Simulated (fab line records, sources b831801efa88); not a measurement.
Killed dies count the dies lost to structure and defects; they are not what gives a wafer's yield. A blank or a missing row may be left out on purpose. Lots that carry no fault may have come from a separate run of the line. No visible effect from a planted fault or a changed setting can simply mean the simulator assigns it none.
Chamber matching | flow sky130 | SKY_VIA3_ETCH_15 on rieDiel-04: 4 sister chambers
The step etches SiO2 in C4F8/O2/Ar, stops on TiN, target depth 507 nm, time 78 s. 20 wafers are shown with their chamber, then 10 later ones without.

WAFERS PAIRED WITH THEIR CHAMBERS
wafer  | chamber | oesProductAu (a.u.)
L074.1 | 2       | 0.930
L074.2 | 0       | 0.934
L074.3 | 1       | 0.930
L075.2 | 2       | 0.937
L075.3 | 0       | 0.930
L075.5 | 0       | 0.935
L076.2 | 1       | 0.936
L076.3 | 2       | 0.938
L076.6 | 1       | 0.945
L081.1 | 2       | 0.933
L081.5 | 3       | 0.950
L081.6 | 2       | 0.941
L083.3 | 2       | 0.936
L083.4 | 0       | 0.932
L083.5 | 1       | 0.930
L086.1 | 0       | 0.937
L086.2 | 1       | 0.929
L086.6 | 0       | 0.929
L089.1 | 0       | 0.938
L089.5 | 2       | 0.937

SIGNATURES (means of the wafers above)
reading      | chamber 0 | chamber 1 | chamber 2 | chamber 3 | scatter within a chamber
oesProductAu | 0.93357   | 0.93400   | 0.93600   | 0.95000   | 0.00453
Rule: for each reading, subtract the chamber's mean from the wafer's reading, divide by that reading's scatter and square the result; add these up over the readings and take the root, which gives the wafer's distance from the chamber. The wafer belongs to the nearest chamber; if the next one is less than 2 further off, it can't be placed. The scatter: the root of (the sum of the squares of (reading less its chamber's mean) over the shown wafers, divided by (wafers less chambers)).

WAFERS WHOSE CHAMBER IS MISSING
wafer  | oesProductAu (a.u.)
L089.6 | 0.931
L092.1 | 0.937
L092.2 | 0.932
L092.3 | 0.933
L092.4 | 0.938
L092.5 | 0.928
L092.6 | 0.931
L095.1 | 0.937
L095.3 | 0.934
L095.6 | 0.944

WHICH CHAMBER EACH WENT THROUGH
wafer  | from the rows above               | in truth
L089.6 | can't be placed: 0 or 1 or 2      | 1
L092.1 | can't be placed: 2 or 1 or 0      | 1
L092.2 | can't be placed: 0 or 1 or 2      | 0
L092.3 | can't be placed: 0 or 1 or 2      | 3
L092.4 | can't be placed: 2 or 1 or 0      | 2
L092.5 | can't be placed: 0 or 1 or 2      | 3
L092.6 | can't be placed: 0 or 1 or 2      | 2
L095.1 | can't be placed: 2 or 1 or 0      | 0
L095.3 | can't be placed: 1 or 0 or 2      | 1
L095.6 | can't be placed: 3 or 2 or 1 or 0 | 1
Placed correctly: 0 of 10. Unplaceable from these rows: 10, with the true chamber sitting among the candidates in 8. 0 placed wrongly.
